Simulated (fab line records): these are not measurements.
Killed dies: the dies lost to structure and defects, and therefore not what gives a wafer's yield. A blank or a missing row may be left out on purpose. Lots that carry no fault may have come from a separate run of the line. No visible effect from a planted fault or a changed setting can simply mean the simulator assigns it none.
Which tool did it? || flow sky130 || 6 lots, 18 wafers sampled, at 2 steps of a route of 708

WHAT THE GAUGES READ, wafer by wafer
SKY_LDD_HVP_OVL_MEAS_07.
{"lot": "L294", "measured": "day 22 14:55", "on": "overlay-01", "LDD_HVP_OVL (nm)": "-2.0 -2.8 -2.0"}
{"lot": "L298", "measured": "day 24 14:37", "on": "overlay-01", "LDD_HVP_OVL (nm)": "- - -"}
{"lot": "L302", "measured": "day 25 10:38", "on": "overlay-02", "LDD_HVP_OVL (nm)": "-1.5 -0.9 -1.9"}
{"lot": "L309", "measured": "day 28 13:28", "on": "overlay-01", "LDD_HVP_OVL (nm)": "-0.3 -1.0 -1.2"}
{"lot": "L310", "measured": "day 28 14:40", "on": "overlay-02", "LDD_HVP_OVL (nm)": "1.1 1.9 1.0"}
{"lot": "L313", "measured": "day 29 04:49", "on": "overlay-02", "LDD_HVP_OVL (nm)": "0.0 0.8 0.9"}

TOOL THAT RAN EACH LOT (tool first, then ch and the chambers of the sampled wafers, then the start)
{"lot": "L294", "SKY_LDD_HVP_EXPOSE_04": "iline_stepper-01 ch 0, day 22 00:47"}
{"lot": "L298", "SKY_LDD_HVP_EXPOSE_04": "iline_stepper-01 ch 0, day 23 23:40"}
{"lot": "L302", "SKY_LDD_HVP_EXPOSE_04": "iline_stepper-02 ch 0, day 24 20:22"}
{"lot": "L309", "SKY_LDD_HVP_EXPOSE_04": "iline_stepper-01 ch 0, day 28 00:16"}
{"lot": "L310", "SKY_LDD_HVP_EXPOSE_04": "iline_stepper-02 ch 0, day 28 01:26"}
{"lot": "L313", "SKY_LDD_HVP_EXPOSE_04": "iline_stepper-02 ch 0, day 28 14:32"}
- SKY_LDD_HVP_EXPOSE_04: exposes mask HVPTM, target cd 700 nm.

THE ANSWER, worked out from the rows above alone
Rule: the usual values come from the lots themselves. Put in order of their means at a reading, lots are off if they are a third of the lots or fewer, leave a main group of 4 or more, and stand apart from it by a gap of 3 or more times the standard deviation of the main group's means; of several such gaps the widest counts. A main group is skipped when, at the precision printed for the reading in the tables above, its means are all equal. A lot without any number at a reading at which 4 lots or more have one is off too. The other lots that the step has rows for count as sound.
Off: L298, seen at SKY_LDD_HVP_OVL_MEAS_07 (LDD_HVP_OVL). Without a number there: L298. For the main group the mean is -0.5 nm and the standard deviation 1.3.
A tool fits if, at a process step before that reading, it ran every lot that is off, and no sound lot after the first of them. Those tools and the gauges at SKY_LDD_HVP_OVL_MEAS_07 are tried in the same way. No candidate that was tried fits.

WHAT THE SIMULATOR HAD PUT IN
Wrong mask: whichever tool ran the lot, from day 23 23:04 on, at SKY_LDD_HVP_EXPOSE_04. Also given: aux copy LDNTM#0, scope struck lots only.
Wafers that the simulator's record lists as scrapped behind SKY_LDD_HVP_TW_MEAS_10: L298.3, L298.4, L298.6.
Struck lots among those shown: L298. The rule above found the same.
